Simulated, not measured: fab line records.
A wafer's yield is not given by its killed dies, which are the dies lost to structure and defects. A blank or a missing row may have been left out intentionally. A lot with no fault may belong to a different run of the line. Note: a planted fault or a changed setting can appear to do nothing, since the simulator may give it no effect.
fab line records	flow sky130
record: lots: 6	wafers: 18	lastDay: 50
route steps=708 shown CONTACT@426 METAL1@434 PAD_OPEN@708
lots untouched by any fault: they come from a run of this same line in which no faults occurred
startH: hours from the record's first day to the start of the lot's first wafer shown	waitH: hours elapsed since this lot's preceding step	" as in the row above	L1.1+2: a single row standing in for several wafers	- no value present, or no start provided	* or withheld: withheld	< > ~ a bound
route shown NAME@n: names a module that has steps shown in the file, with the first one's number in the route	usual: average and standard deviation across the fault-free wafers	same: alike in all rows	chamber/n: place in a boat	sites: the reading at each site	_std_site: the standard deviation of these	_edge_site: outer sites' mean less inner sites'	radiusMm: for every site, how far away it sits from the centre of the wafer	mask NAME#n: copy n	behind: the most recent tool/chamber to have shaped the wafer	hold: cause of the lot's hold/its duration in hours/its outcome	device: names the non-switching transistor (n, p or np)	end of line: the route-end tests of the same wafers	a step given without rows: its recipe and nothing more	killed: at the first sort, the dies lost to defects and structure; wafer yield is something else	map: a wafer's dies, x killed, . not, _ none there
set.NAME: the setting that was run; set.NAME@STEP: the one run at that earlier step	model.NAME: the simulator's own value behind a step, which no gauge read
a table for each step, a row for each wafer; lots at some steps of the route
services: a tool's chamber out of use, with start hour (startH, from the record's first day; less than 0 if before it), hours out, and reason
== steps ==
step: SKY_CONTACT_STRIP_20
recipe: chemistry: postEtchResidueRemover	timeS: 1200	tempC: 72.5
step: SKY_CONTACT_CLEAN_21
recipe: chemistry: IPA	timeS: 180	tempC: 25
step: SKY_CONTACT_CLEAN_22
recipe: chemistry: O3/DIW	dry: n2Spin
step: SKY_CONTACT_SPUTTER_23
recipe: material: TiN	targetThkNm: 20	chamberPressurePa: 5	powerW: 4000	timeS: 80
usual: throttleValvePct: 30.0/1.1
lot.wafer	tool	chamber	startH	waitH	throttleValvePct
L160.1	pvdSputter-04	-	792.46	0.0	30.6
L160.2	"	-	"	"	31.4
L160.5	"	-	"	"	31.4
L164.1	pvdSputter-04	-	804.06	0.0	31.3
L164.4	"	-	"	"	31.1
L164.6	"	-	"	"	30.6
L163.1	pvdSputter-02	-	805.97	0.0	30.7
L163.2	"	-	"	"	28.6
L163.5	"	-	"	"	28.9
L167.1	pvdSputter-03	-	824.34	0.0	30.2
L167.2	"	-	"	"	30.7
L167.5	"	-	"	"	28.6
L177.1	pvdSputter-04	-	902.83	0.0	31.2
L177.4	"	-	"	"	31.1
L177.5	"	-	"	"	31.2
L178.4	pvdSputter-04	-	907.46	0.0	30.4
L178.5	"	-	"	"	30.2
L178.6	"	-	"	"	30.2
step: SKY_CONTACT_CVD_24
recipe: material: W	targetThkNm: 340	timeS: 102.12	tempC: 400	pressureTorr: 40
step: SKY_CONTACT_RS_MEAS_25
recipe: thkMeasGauge: four-point-probe	reads: W_of_CONTACT_CVD_24+TiN_of_CONTACT_SPUTTER_23
usual: CONTACT_W_RS: 0.341/0.0032
lot.wafer	tool	chamber	startH	waitH	CONTACT_W_RS[ohm/sq]
L160.1	filmMetro-01	-	792.63	0.1	0.335
L160.2	"	-	"	"	0.338
L160.5	"	-	"	"	0.338
L164.1	filmMetro-01	-	804.23	0.1	0.343
L164.4	"	-	"	"	0.344
L164.6	"	-	"	"	0.345
L163.1	filmMetro-01	-	806.14	0.1	0.339
L163.2	"	-	"	"	0.341
L163.5	"	-	"	"	0.343
L167.1	filmMetro-01	-	824.51	0.1	0.339
L167.2	"	-	"	"	0.339
L167.5	"	-	"	"	0.337
L177.1	filmMetro-01	-	903.00	0.1	0.341
L177.4	"	-	"	"	0.344
L177.5	"	-	"	"	0.341
L178.4	filmMetro-04	-	907.70	0.1	0.345
L178.5	"	-	"	"	0.345
L178.6	"	-	"	"	0.346
step: SKY_CONTACT_THK_MEAS_26
recipe: thkMeasGauge: xrf	reads: W_of_CONTACT_CVD_24
usual: CONTACT_W_THK: 331/3.7
lot.wafer	tool	chamber	startH	waitH	CONTACT_W_THK[nm]
L160.1	filmMetro-01	-	792.75	0.1	333
L160.2	"	-	"	"	334
L160.5	"	-	"	"	333
L164.1	filmMetro-01	-	804.35	0.1	327
L164.4	"	-	"	"	330
L164.6	"	-	"	"	327
L163.1	filmMetro-01	-	806.26	0.1	332
L163.2	"	-	"	"	330
L163.5	"	-	"	"	329
L167.1	filmMetro-01	-	824.63	0.1	334
L167.2	"	-	"	"	333
L167.5	"	-	"	"	337
L177.1	filmMetro-01	-	903.12	0.1	332
L177.4	"	-	"	"	328
L177.5	"	-	"	"	331
L178.4	filmMetro-04	-	907.79	0.1	329
L178.5	"	-	"	"	330
L178.6	"	-	"	"	329
step: SKY_CONTACT_CMP_27
recipe: stopOn: SiO2	tOverpolishS: 15	downForcePsi: 3.5	platenRpm: 60	targetThkNm: 0	padVelocityMS: 0.94248
step: SKY_METAL1_SPUTTER_00
recipe: material: Ti	targetThkNm: 15	powerW: 3000	timeS: 10	chamberPressurePa: 0.4
step: SKY_METAL1_SPUTTER_01
recipe: material: TiN	targetThkNm: 20	powerW: 6500	timeS: 16.7	chamberPressurePa: 0.4
usual: throttleValvePct: 29.9/1.1
lot.wafer	tool	chamber	startH	waitH	throttleValvePct
L160.1	pvdSputter-03	-	793.14	0.0	28.4
L160.2	"	-	"	"	30.5
L160.5	"	-	"	"	30.7
L164.1	pvdSputter-04	-	805.70	0.0	29.9
L164.4	"	-	"	"	30.6
L164.6	"	-	"	"	30.6
L163.1	pvdSputter-03	-	806.64	0.0	30.6
L163.2	"	-	"	"	30.4
L163.5	"	-	"	"	27.9
L167.1	pvdSputter-01	-	825.01	0.0	29.5
L167.2	"	-	"	"	30.3
L167.5	"	-	"	"	29.5
L177.1	pvdSputter-04	-	903.50	0.0	31.4
L177.4	"	-	"	"	31.2
L177.5	"	-	"	"	30.4
L178.4	pvdSputter-04	-	908.14	0.0	31.1
L178.5	"	-	"	"	31.2
L178.6	"	-	"	"	30.3
step: SKY_METAL1_SPUTTER_02
recipe: material: AlCu	targetThkNm: 250	powerW: 10600	timeS: 13.3	chamberPressurePa: 0.4
usual: throttleValvePct: 29.8/1
lot.wafer	tool	chamber	startH	waitH	throttleValvePct
L160.1	pvdSputter-03	-	793.16	0.0	28.6
L160.2	"	-	"	"	30.4
L160.5	"	-	"	"	30.5
L164.1	pvdSputter-04	-	805.73	0.0	29.8
L164.4	"	-	"	"	30.4
L164.6	"	-	"	"	30.6
L163.1	pvdSputter-03	-	806.67	0.0	30.6
L163.2	"	-	"	"	30.4
L163.5	"	-	"	"	28.0
L167.1	pvdSputter-01	-	825.04	0.0	29.3
L167.2	"	-	"	"	30.5
L167.5	"	-	"	"	29.3
L177.1	pvdSputter-04	-	903.53	0.0	31.1
L177.4	"	-	"	"	31.1
L177.5	"	-	"	"	30.4
L178.4	pvdSputter-04	-	908.17	0.0	31.1
L178.5	"	-	"	"	31.4
L178.6	"	-	"	"	30.5
step: SKY_METAL1_SPUTTER_03
recipe: material: Ti	targetThkNm: 5	powerW: 3000	timeS: 3.3	chamberPressurePa: 0.4
step: SKY_METAL1_SPUTTER_04
recipe: material: TiN	targetThkNm: 70	powerW: 6500	timeS: 58.3	chamberPressurePa: 0.4
usual: throttleValvePct: 29.8/1.1
lot.wafer	tool	chamber	startH	waitH	throttleValvePct	model.TiN_of_METAL1_SPUTTER_04.thkNm
L160.1	pvdSputter-03	-	793.20	0.0	28.2	70.65
L160.2	"	-	"	"	30.3	70.62
L160.5	"	-	"	"	30.5	71.18
L164.1	pvdSputter-04	-	805.77	0.0	29.9	69.51
L164.4	"	-	"	"	30.6	69.29
L164.6	"	-	"	"	30.3	69.05
L163.1	pvdSputter-03	-	806.71	0.0	30.3	69.71
L163.2	"	-	"	"	30.2	69.29
L163.5	"	-	"	"	27.9	69.51
L167.1	pvdSputter-01	-	825.08	0.0	29.6	70.3
L167.2	"	-	"	"	30.4	70.43
L167.5	"	-	"	"	29.8	70.45
L177.1	pvdSputter-04	-	903.57	0.0	31.4	68.75
L177.4	"	-	"	"	31.4	108.3
L177.5	"	-	"	"	30.6	108.5
L178.4	pvdSputter-04	-	908.21	0.0	31.3	108.7
L178.5	"	-	"	"	31.3	108.7
L178.6	"	-	"	"	30.7	69.4
step: SKY_METAL1_RS_MEAS_05
recipe: thkMeasGauge: four-point-probe	reads: TiN_of_METAL1_SPUTTER_04+Ti_of_METAL1_SPUTTER_03+AlCu_of_METAL1_SPUTTER_02+TiN_of_METAL1_SPUTTER_01+Ti_of_METAL1_SPUTTER_00
usual: METAL1_ALCU_RS: 0.1272/0.0013
lot.wafer	tool	chamber	startH	waitH	METAL1_ALCU_RS[ohm/sq]
L160.1	filmMetro-03	-	793.25	0.0	0.1271
L160.2	"	-	"	"	0.1274
L160.5	"	-	"	"	0.1268
L164.1	filmMetro-03	-	805.82	0.0	0.1262
L164.4	"	-	"	"	0.1271
L164.6	"	-	"	"	0.1270
L163.1	filmMetro-03	-	806.76	0.0	0.1269
L163.2	"	-	"	"	0.1263
L163.5	"	-	"	"	0.1269
L167.1	filmMetro-01	-	825.13	0.0	0.1266
L167.2	"	-	"	"	0.1282
L167.5	"	-	"	"	0.1281
L177.1	filmMetro-03	-	903.62	0.0	0.1262
L177.4	"	-	"	"	0.1249
L177.5	"	-	"	"	0.1248
L178.4	filmMetro-01	-	908.32	0.1	0.1263
L178.5	"	-	"	"	0.1258
L178.6	"	-	"	"	0.1262
step: SKY_METAL1_THK_MEAS_06
recipe: thkMeasGauge: xrf	reads: AlCu_of_METAL1_SPUTTER_02
usual: METAL1_ALCU_THK: 245.4/2.9
lot.wafer	tool	chamber	startH	waitH	METAL1_ALCU_THK[nm]
L160.1	filmMetro-03	-	793.37	0.1	244.6
L160.2	"	-	"	"	246.7
L160.5	"	-	"	"	247.7
L164.1	filmMetro-03	-	805.94	0.1	248.1
L164.4	"	-	"	"	246.4
L164.6	"	-	"	"	249.4
L163.1	filmMetro-03	-	806.88	0.1	247.5
L163.2	"	-	"	"	248.9
L163.5	"	-	"	"	245.9
L167.1	filmMetro-01	-	825.25	0.1	248.0
L167.2	"	-	"	"	243.0
L167.5	"	-	"	"	245.4
L177.1	filmMetro-03	-	903.74	0.1	248.2
L177.4	"	-	"	"	228.2
L177.5	"	-	"	"	230.3
L178.4	filmMetro-01	-	908.41	0.1	227.8
L178.5	"	-	"	"	228.4
L178.6	"	-	"	"	247.4
step: SKY_METAL1_DEHYDRATE_07
recipe: tempC: 200	timeS: 60
step: SKY_METAL1_HMDS_08
recipe: primeTimeS: 60	primeTempC: 120
step: SKY_METAL1_COAT_09
recipe: resist: BARC	tempC: withheld	timeS: withheld	spinRpm: 3000	resistThkNm: 60
step: SKY_METAL1_COAT_10
recipe: resist: KrF-thick	spinRpm: 3000	resistThkNm: 450
step: SKY_METAL1_SOFTBAKE_11
recipe: tempC: 100	timeS: 90	resist: KrF-thick
step: SKY_METAL1_EXPOSE_12
recipe: maskId: MM1	na: 0.8	sourceShape: annular	sigmaInner: 0.55	sigmaOuter: 0.85	targetCdNm: 140	doseMj: 28
step: SKY_METAL1_PEB_13
recipe: pebTempC: withheld	pebTimeS: withheld	resist: KrF-thick
step: SKY_METAL1_DEVELOP_14
recipe: developTimeS: 60	resist: KrF-thick	devTempC: 21
step: SKY_METAL1_CD_MEAS_15
recipe: targetCdNm: 140
usual: cdNm: 140.2/1.5
lot.wafer	tool	chamber	startH	waitH	cdNm
L160.1	cdSem-02	-	820.82	-	139.0
L160.2	"	-	"	"	139.4
L160.5	"	-	"	"	139.4
L164.1	cdSem-02	-	831.72	-	139.0
L164.4	"	-	"	"	141.0
L164.6	"	-	"	"	139.7
L163.1	cdSem-02	-	833.54	-	139.6
L163.2	"	-	"	"	140.2
L163.5	"	-	"	"	139.9
L167.1	cdSem-02	-	851.10	-	140.4
L167.2	"	-	"	"	139.6
L167.5	"	-	"	"	140.4
L177.1	cdSem-01	-	928.15	-	141.7
L177.4	"	-	"	"	140.6
L177.5	"	-	"	"	140.5
L178.4	cdSem-01	-	932.70	-	138.8
L178.5	"	-	"	"	137.6
L178.6	"	-	"	"	140.8
step: SKY_METAL1_OVL_MEAS_16
usual: METAL1_OVL: 2/5.5
lot.wafer	tool	chamber	startH	waitH	METAL1_OVL[nm]
L160.1	overlay-02	-	820.94	0.1	1
L160.2	"	-	"	"	-1
L160.5	"	-	"	"	-1
L164.1	overlay-01	-	831.84	0.1	6
L164.4	"	-	"	"	-8
L164.6	"	-	"	"	-1
L163.1	overlay-02	-	833.66	0.1	-5
L163.2	"	-	"	"	-3
L163.5	"	-	"	"	0
L167.1	overlay-01	-	851.22	0.1	5
L167.2	"	-	"	"	2
L167.5	"	-	"	"	4
L177.1	overlay-01	-	928.27	0.1	3
L177.4	"	-	"	"	8
L177.5	"	-	"	"	0
L178.4	overlay-02	-	932.78	0.1	-5
L178.5	"	-	"	"	4
L178.6	"	-	"	"	-4
step: SKY_METAL1_DESCUM_17
recipe: chemistry: O2	sourcePowerW: 150	biasPowerW: 0	pressureMtorr: 10	tempC: 40	timeS: 8
usual: drypumpMotorCurrentA: 5.63/0.28	oesProductAu: 1.000/0.0058	rfFwdPowerW: 147.3/0.83
lot.wafer	tool	chamber	startH	waitH	drypumpMotorCurrentA	oesProductAu	rfFwdPowerW	rfHoursCounterH
L160.1	rieMetal-04	1	820.98	0.0	5.83	0.999	148.2	15
L160.2	"	0	"	"	5.73	0.994	145.7	5
L160.5	"	1	"	"	5.89	1.008	147.7	-
L164.1	rieMetal-04	0	831.88	0.0	5.71	0.999	146.2	6
L164.4	"	0	"	"	5.73	1.008	145.9	-
L164.6	"	0	"	"	5.74	0.998	146.1	-
L163.1	rieMetal-02	0	833.70	0.0	5.71	1.011	146.4	8
L163.2	"	1	"	"	5.69	0.996	148.3	1
L163.5	"	1	"	"	5.72	1.001	148.8	-
L167.1	rieMetal-01	1	851.26	0.0	4.88	0.986	146.2	7
L167.2	"	0	"	"	5.68	0.991	148.3	12
L167.5	"	0	"	"	5.67	0.992	148.1	-
L177.1	rieMetal-02	0	928.31	0.0	5.69	1.003	146.9	12
L177.4	"	1	"	"	5.68	1.012	147.5	-
L177.5	"	0	"	"	5.70	1.007	147.0	-
L178.4	rieMetal-01	1	932.81	0.0	4.97	1.007	146.8	-
L178.5	"	0	"	"	5.67	1.000	148.0	-
L178.6	"	1	"	"	4.95	1.005	146.6	-
step: SKY_METAL1_ETCH_18
recipe: chemistry: N2/H2	target: BARC	ionEnergyEv: 200	biasW: 100	pressureMtorr: 30	n2FlowSccm: 100	h2FlowSccm: 200	icpW: 500	stopOn: SiO2	timeS: 45.9	targetDepthA: 600
step: SKY_METAL1_METAL_ETCH_19
recipe: targetDepthA: 3600	stopOn: SiO2	overEtchFrac: 0.3	timeS: 78	chemistry: Cl2/BCl3	resistSidewallDeg: 88	pressureMtorr: 10	icpW: 900	biasW: 48.5	Cl2_flow_sccm: 60	bcl3FlowSccm: 30
step: SKY_METAL1_STRIP_20
recipe: chemistry: O2/N2	powerW: 1400	pressureMtorr: 1500	platenTempC: withheld	o2FlowSccm: 3000	n2FlowSccm: 300	overashFraction: 0.5
usual: drypumpMotorCurrentA: 5.8/0.5	n2FlowSccm: 300.0/0.94	oesProductAu: 0.343/0.0043	stripTimeToEndpointS: 2.704/0.029
lot.wafer	tool	chamber	startH	waitH	drypumpMotorCurrentA	n2FlowSccm	oesProductAu	rfHoursCounterH	stripTimeToEndpointS
L160.1	plasmaAsher-04	1	821.16	0.1	5.5	299.9	0.336	100	2.690
L160.2	"	0	"	"	6.4	300.7	0.343	100	2.685
L160.5	"	1	"	"	5.5	298.9	0.339	-	2.677
L164.1	plasmaAsher-03	0	832.06	0.1	5.6	302.3	0.346	9	2.669
L164.4	"	1	"	"	5.8	301.2	0.343	-	2.685
L164.6	"	0	"	"	5.6	300.6	0.346	-	2.664
L163.1	plasmaAsher-04	1	833.89	0.1	5.5	299.8	0.352	102	2.690
L163.2	"	0	"	"	6.4	301.2	0.339	102	2.740
L163.5	"	1	"	"	5.5	299.4	0.338	-	2.700
L167.1	plasmaAsher-01	1	851.44	0.1	6.3	299.8	0.346	40	2.758
L167.2	"	0	"	"	5.0	300.5	0.347	40	2.741
L167.5	"	0	"	"	4.9	301.7	0.351	-	2.754
L177.1	plasmaAsher-01	1	928.49	0.1	6.3	300.4	0.350	48	2.717
L177.4	"	1	"	"	6.3	300.8	0.346	-	2.729
L177.5	"	1	"	"	6.3	299.3	0.339	-	2.719
L178.4	plasmaAsher-01	0	933.02	0.1	4.9	301.6	0.347	-	2.717
L178.5	"	0	"	"	4.9	300.5	0.343	-	2.755
L178.6	"	1	"	"	6.3	300.1	0.342	-	2.707
step: SKY_METAL1_STRIP_21
recipe: chemistry: postEtchResidueRemover	timeS: 1200	tempC: 72.5
lot.wafer	tool	chamber	startH	waitH	model.TiN_of_METAL1_SPUTTER_04.thkNm
L160.1	wetBench-01	0	821.26	0.1	70.23
L160.2	"	0	"	"	70.2
L160.5	"	0	"	"	70.76
L164.1	wetBench-03	0	832.16	0.1	69.09
L164.4	"	0	"	"	68.87
L164.6	"	0	"	"	68.63
L163.1	wetBench-03	0	833.99	0.1	69.29
L163.2	"	0	"	"	68.88
L163.5	"	0	"	"	69.09
L167.1	wetBench-04	0	851.54	0.1	69.88
L167.2	"	0	"	"	70.01
L167.5	"	0	"	"	70.03
L177.1	wetBench-01	2	928.59	0.1	68.33
L177.4	"	2	"	"	107.9
L177.5	"	2	"	"	108.1
L178.4+5	wetBench-01	3	933.09	0.0	108.3
L178.6	"	3	"	"	68.98
step: SKY_METAL1_CLEAN_22
recipe: chemistry: IPA	timeS: 180	tempC: 25
step: SKY_PAD_OPEN_PROBE_99
usual: defectLimitedYield: 82.6/1.8	killed_at_M0_to_M3: 43/7	killed_at_M4_up: 3.4/1.9	killedAtContacts: 24/5.4	killedAtFrontEnd: 15/4.4	killedAtOther: 0.4/0.63	killedDies: 86/9.1	killedOpen: 46/6.6	killedShort: 39/6.6	sort_bin_3_pad_short: 0.9/0.46	sort_bin_5_function: 10.3/1.4	sort_bin_6_memory: 6.2/1.1	sortNPass: 406/9.1	sortYieldPct: 82.6/1.8
same: grossDies: 492	killedAtBackSide: 0	sort_bin_4_leakage[%]: 0	sort_bin_8_speed[%]: 0
lot.wafer	tool	chamber	startH	waitH	defectLimitedYield[%]	killed_at_M0_to_M3	killed_at_M4_up	killedAtContacts	killedAtFrontEnd	killedAtOther	killedDies	killedOpen	killedShort	sort_bin_3_pad_short[%]	sort_bin_5_function[%]	sort_bin_6_memory[%]	sortNPass	sortYieldPct[%]	model.etest.via1Chain.rcOhm
L160.1	prober-02	-	1121.14	0.1	80.1	58	1	25	14	0	98	49	49	1.2	11.6	7.1	394	80.1	15.7
L160.2	prober-02	-	1121.19	0.1	82.7	43	4	29	8	1	85	44	41	1.4	9.3	6.5	407	82.7	15.45
L160.5	prober-02	-	1121.34	0.2	83.9	48	1	18	11	1	79	48	31	0.6	8.5	6.9	413	83.9	15.64
L164.1	prober-01	-	1129.08	0.1	83.3	37	3	16	25	1	82	44	36	0.6	11.2	4.9	410	83.3	15.72
L164.4	prober-01	-	1129.23	0.2	81.9	44	2	19	24	0	89	41	47	1.4	11.4	5.3	403	81.9	16.38
L164.6	prober-01	-	1129.33	0.2	81.7	46	7	21	15	1	90	47	43	0.6	10.0	7.7	402	81.7	16.48
L163.1	prober-02	-	1129.42	0.1	82.9	47	5	16	15	1	84	38	46	1.2	10.0	5.9	408	82.9	16.86
L163.2	prober-02	-	1129.47	0.1	83.5	38	4	24	15	0	81	35	46	0.8	10.6	5.1	411	83.5	15.57
L163.5	prober-02	-	1129.62	0.2	81.1	41	4	33	14	1	93	55	38	1.8	8.9	8.1	399	81.1	16.16
L167.1	prober-01	-	1143.02	0.1	83.1	37	5	23	18	0	83	45	38	2.2	10.0	4.7	409	83.1	17.05
L167.2	prober-01	-	1143.07	0.1	84.1	35	5	20	17	1	78	34	44	0.6	10.2	5.1	414	84.1	16.93
L167.5	prober-01	-	1143.22	0.2	83.9	42	2	19	16	0	79	35	44	0.4	7.9	7.7	413	83.9	17.32
L177.1	prober-01	-	1194.87	0.1	80.9	42	6	29	16	1	94	42	52	1.2	9.3	8.5	398	80.9	15.21
L177.4	prober-01	-	1195.02	0.2	84.3	37	5	16	19	0	77	38	39	1.2	10.2	4.3	415	84.3	17.84
L177.5	prober-01	-	1195.07	0.2	82.3	33	2	34	18	0	87	47	40	0.6	9.3	7.7	405	82.3	18.9
L178.4	prober-02	-	1201.17	0.2	80.9	47	7	23	16	1	94	44	49	1.4	10.2	7.5	398	80.9	17.03
L178.5	prober-02	-	1201.22	0.2	81.5	44	1	30	15	1	91	52	39	0.8	11.4	6.3	401	81.5	18.4
L178.6	prober-02	-	1201.27	0.2	79.5	45	8	30	17	1	101	52	48	0.8	12.2	7.5	391	79.5	15.51
killed by level:class
L160.1 VIA1:geometricParticle:open=13 VIA3:geometricParticle:open=10 LOCAL_INTERCONNECT:geometricParticle:short=8 CONTACT:geometricParticle:open=6 METAL1:geometricParticle:short=6 METAL2:geometricParticle:short=6 VIA2:geometricParticle:open=6 VIA1:geometricParticle:short=5
L160.2 CONTACT:geometricParticle:open=19 VIA1:geometricParticle:open=8 METAL3:geometricParticle:short=6 METAL1:geometricParticle:short=5 LI_CONTACT:geometricParticle:open=5 VIA1:geometricParticle:short=5 METAL2:geometricParticle:short=5 FIELD_ISO:geometricParticle:short=4
L160.5 VIA1:geometricParticle:open=15 VIA3:geometricParticle:open=9 VIA2:geometricParticle:open=6 LOCAL_INTERCONNECT:geometricParticle:short=5 METAL3:geometricParticle:short=5 FIELD_ISO:geometricParticle:open=4 LI_CONTACT:geometricParticle:open=4 CONTACT:geometricParticle:open=4
L164.1 VIA3:geometricParticle:open=10 FIELD_ISO:geometricParticle:short=9 VIA1:geometricParticle:open=7 CONTACT:geometricParticle:open=7 FIELD_ISO:geometricParticle:open=5 POLY_GATE:geometricParticle:short=5 VIA2:geometricParticle:open=5 VIA3:geometricParticle:short=5
L164.4 VIA1:geometricParticle:open=7 VIA2:geometricParticle:open=7 CONTACT:geometricParticle:short=6 VIA3:geometricParticle:short=6 LI_CONTACT:geometricParticle:short=5 METAL1:geometricParticle:short=5 VIA3:geometricParticle:open=5 FIELD_ISO:geometricParticle:short=4
L164.6 VIA1:geometricParticle:open=9 CONTACT:geometricParticle:open=8 METAL4:geometricParticle:short=7 LI_CONTACT:geometricParticle:open=6 METAL1:geometricParticle:short=6 VIA3:geometricParticle:short=6 VIA3:geometricParticle:open=6 FIELD_ISO:geometricParticle:open=5
L163.1 VIA3:geometricParticle:open=11 VIA1:geometricParticle:open=7 METAL2:geometricParticle:short=7 METAL1:geometricParticle:short=6 CONTACT:geometricParticle:open=5 FIELD_ISO:geometricParticle:short=4 LOCAL_INTERCONNECT:geometricParticle:short=4 VIA2:geometricParticle:short=4
L163.2 CONTACT:geometricParticle:open=7 METAL1:geometricParticle:short=7 CONTACT:geometricParticle:short=6 VIA1:geometricParticle:open=5 METAL2:geometricParticle:short=5 VIA2:geometricParticle:open=5 LI_CONTACT:geometricParticle:short=4 VIA1:geometricParticle:short=4
L163.5 VIA1:geometricParticle:open=11 CONTACT:geometricParticle:open=9 LI_CONTACT:geometricParticle:open=8 VIA2:geometricParticle:open=8 LOCAL_INTERCONNECT:geometricParticle:short=5 CONTACT:geometricParticle:short=5 METAL2:geometricParticle:short=5 METAL1:geometricParticle:short=5
L167.1 VIA1:geometricParticle:open=13 CONTACT:geometricParticle:open=8 POLY_GATE:geometricParticle:short=5 LOCAL_INTERCONNECT:geometricParticle:short=5 CONTACT:geometricParticle:short=5 METAL1:geometricParticle:short=5 FIELD_ISO:geometricParticle:open=4 VIA3:geometricParticle:open=4
L167.2 FIELD_ISO:geometricParticle:short=8 VIA1:geometricParticle:open=8 VIA1:geometricParticle:short=7 VIA2:geometricParticle:open=6 LI_CONTACT:geometricParticle:open=6 CONTACT:geometricParticle:open=5 LI_CONTACT:geometricParticle:short=4 METAL1:geometricParticle:short=4
L167.5 VIA3:geometricParticle:open=10 METAL2:geometricParticle:short=8 CONTACT:geometricParticle:open=7 METAL1:geometricParticle:short=7 POLY_GATE:geometricParticle:short=5 CONTACT:geometricParticle:short=5 VIA1:geometricParticle:open=5 FIELD_ISO:geometricParticle:short=4
L177.1 VIA1:geometricParticle:open=15 CONTACT:geometricParticle:short=8 METAL2:geometricParticle:short=7 VIA1:geometricParticle:short=7 POLY_GATE:geometricParticle:short=6 LOCAL_INTERCONNECT:geometricParticle:short=6 METAL4:geometricParticle:short=6 LI_CONTACT:geometricParticle:open=5
L177.4 CONTACT:geometricParticle:open=8 VIA1:geometricParticle:open=7 FIELD_ISO:geometricParticle:short=6 VIA3:geometricParticle:open=6 VIA1:geometricParticle:short=6 LI_CONTACT:geometricParticle:open=5 METAL4:geometricParticle:short=5 METAL1:geometricParticle:short=4
L177.5 CONTACT:geometricParticle:open=14 LI_CONTACT:geometricParticle:open=7 POLY_GATE:geometricParticle:open=6 METAL2:geometricParticle:short=6 VIA2:geometricParticle:open=6 LI_CONTACT:geometricParticle:short=5 METAL1:geometricParticle:short=5 LOCAL_INTERCONNECT:geometricParticle:short=5
L178.4 CONTACT:geometricParticle:open=10 VIA1:geometricParticle:open=7 LI_CONTACT:geometricParticle:open=6 METAL2:geometricParticle:short=6 VIA2:geometricParticle:short=6 METAL4:geometricParticle:short=6 FIELD_ISO:geometricParticle:short=5 METAL1:geometricParticle:short=5
L178.5 LI_CONTACT:geometricParticle:open=11 VIA1:geometricParticle:open=10 CONTACT:geometricParticle:open=7 LOCAL_INTERCONNECT:geometricParticle:short=7 METAL1:geometricParticle:short=7 VIA3:geometricParticle:open=6 FIELD_ISO:geometricParticle:short=5 VIA1:geometricParticle:short=5
L178.6 VIA1:geometricParticle:open=12 CONTACT:geometricParticle:short=11 CONTACT:geometricParticle:open=9 VIA3:geometricParticle:open=7 METAL1:geometricParticle:short=6 POLY_GATE:geometricParticle:open=5 VIA1:geometricParticle:short=5 METAL4:geometricParticle:short=5
== services ==
tool	chamber	startH	hours	kind
rieMetal-01	-	789.68	0.4	repair
rieMetal-01	1	791.01	18.2	repair
pvdSputter-03	-	794.92	6.0	repair
wetBench-01	-	804.87	1.7	repair
rieMetal-02	-	823.72	2.8	pm
rieMetal-01	-	833.42	4.0	pm
plasmaAsher-03	-	849.81	5.9	repair
pvdSputter-02	-	850.08	5.0	repair
rieMetal-04	1	892.46	-	clean
rieMetal-04	1	892.46	19.4	scheduledDown
rieMetal-04	1	892.46	19.4	ventCycle
rieMetal-01	-	902.66	15.6	pm
pvdSputter-01	-	911.04	14.2	repair
plasmaAsher-01	-	911.79	2.8	pm
plasmaAsher-03	-	916.36	0.9	repair
rieMetal-01	-	923.76	2.7	repair
wetBench-01	-	925.63	0.8	repair
== key ==
firstSign: step: SKY_METAL1_THK_MEAS_06	reading: METAL1_ALCU_THK	direction: down	sigmas: 5.8	usual: 245.4	struck: 228.7
effect none on later readings
modelEffect: step: SKY_METAL1_SPUTTER_04	value: TiN_of_METAL1_SPUTTER_04.thkNm	without: 69.62	struck: 108.6
modelEffect: step: SKY_METAL1_STRIP_21	value: TiN_of_METAL1_SPUTTER_04.thkNm	without: 69.2	struck: 108.2
modelEffect: step: SKY_PAD_OPEN_PROBE_99	value: etest.via1Chain.rcOhm	without: 16.12	struck: 18.04
metAt SKY_METAL1_SPUTTER_04
struckWafers L177.4,L177.5,L178.4,L178.5
onsetBetween 805.77 903.57
fault: kind: processParameterDrift	tool: pvdSputter-04	chamber: -	onsetH: 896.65	steps: SKY_METAL1_SPUTTER_04	channel: targetThkNm	offset: 38.953	shape: step	endH: 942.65	scope: struckWafersOnly	actsIn: theseRecipesOnly	stated: 70
